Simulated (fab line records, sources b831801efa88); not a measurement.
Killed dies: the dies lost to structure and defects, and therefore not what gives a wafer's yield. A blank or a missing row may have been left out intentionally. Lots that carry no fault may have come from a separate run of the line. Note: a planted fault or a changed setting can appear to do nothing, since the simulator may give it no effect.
8D (eight disciplines) problem report, filled in by code	flow gf180mcu	the parts of the form that need people (team, actions taken, sign-off) are left out

## 1. WHAT WENT WRONG
Mean PASSIVATION_CVD_00_THK at GF_PASSIVATION_THK_MEAS_01: 1492 nm over 2 wafers in 2 lots; fault-free wafers: 999 nm, standard deviation 13. That is +38 standard deviations from the usual mean.
First observed at day 32 21:30: wafer L576.4, on film metro-04. Wafers with a number at this step in the record: 37, from 13 lots. The rule behind "out" and "out of limits": a value lying over 4 standard deviations away from the usual mean. The other wafers with a number count as sound.

## 2. WHAT THIS IS AND IS NOT
question	is	is not
which readings at this step	PASSIVATION_CVD_00_THK	-
which lots	L576, L582	L561, L562, L563, L564, L565, L567, L568, L569, L571, L572, L573
which wafers of those lots	L576.4, L582.2	L576.6, L582.1
read on which gauges	film metro-04	film metro-01, film metro-02
when	from day 32 21:30	up to then (34 sound wafers); but 1 sound wafer of L582 came after

## 3. SUSPECTS, AND WHAT RULES EACH OUT
Counting: if a tool at a process step up to the reading ran every lot that is out, it stays a suspect. Sound lots after the first of them don't rule it out here, since some wafers of a struck lot are sound.
- the gauge at GF_PASSIVATION_THK_MEAS_01 has been ruled out. All the wafers that are out were read on film metro-04, but those of them that GF_PASSIVATION_PROBE_99 has rows for are out there too, on other tools.
- pecvd-02 at GF_PASSIVATION_CVD_00 (deposits SiO2 from TEOS, target thk 1000 nm, time 111.95 s): kept. Every lot that is out went through it, the first being L576 (day 32 21:26); the last sound lot it ran before that was L573 (day 32 06:07).
The count leaves pecvd-02 at GF_PASSIVATION_CVD_00.

## 4. THE CAUSE (what the simulator had put in)
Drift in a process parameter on pecvd-02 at GF_PASSIVATION_CVD_00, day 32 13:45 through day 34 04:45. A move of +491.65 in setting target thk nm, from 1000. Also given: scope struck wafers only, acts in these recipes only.
Only this tool survived the counting.

## 5. THE EFFECT CHAIN, in route order
Each row: a reading whose mean over the struck wafers that have a number lies more than 3 standard deviations from the usual. Only readings whose record carries a usual standard deviation are examined. hours: median over the lots of the time between each lot's start at the first step of this table that gives one and its start at this step. sigmas: the change, counted in usual standard deviations.
hours	step	reading	usual	on struck wafers	change	sigmas
0	GF_PASSIVATION_THK_MEAS_01	PASSIVATION_CVD_00_THK	999 nm	1492	+492	+38
18	GF_PASSIVATION_PROBE_99	defect limited yield	90.3 %	0.0	-90.3	-64
18	GF_PASSIVATION_PROBE_99	killed at other	0.1	448.5	+448.4	+99 or more
18	GF_PASSIVATION_PROBE_99	killed dies	48	492	+444	+64
18	GF_PASSIVATION_PROBE_99	killed on rim	10	96	+86	+28
18	GF_PASSIVATION_PROBE_99	sort_bin_5_function	5.7 %	95.7	+90.0	+82
18	GF_PASSIVATION_PROBE_99	sort n pass	444	0	-444	-64
18	GF_PASSIVATION_PROBE_99	sort yield pct	90.3 %	0.0	-90.3	-64
The process steps in it:
- GF_PASSIVATION_PROBE_99

## 6. WHAT WOULD HAVE CAUGHT IT SOONER
8 hours passed between the start of the fault at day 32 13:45 and the first reading out of limits at a measuring or inspecting step in this record, taken at day 32 21:30.
Tool readings at GF_PASSIVATION_CVD_00 with a usual standard deviation given in the record: none out on any struck wafer, hence no alarm at a limit of 4 standard deviations on them.
Lots out: 2; of these, L582 started GF_PASSIVATION_CVD_00 on pecvd-02 after day 32 21:30. A hold on the tool at that time would have spared it.
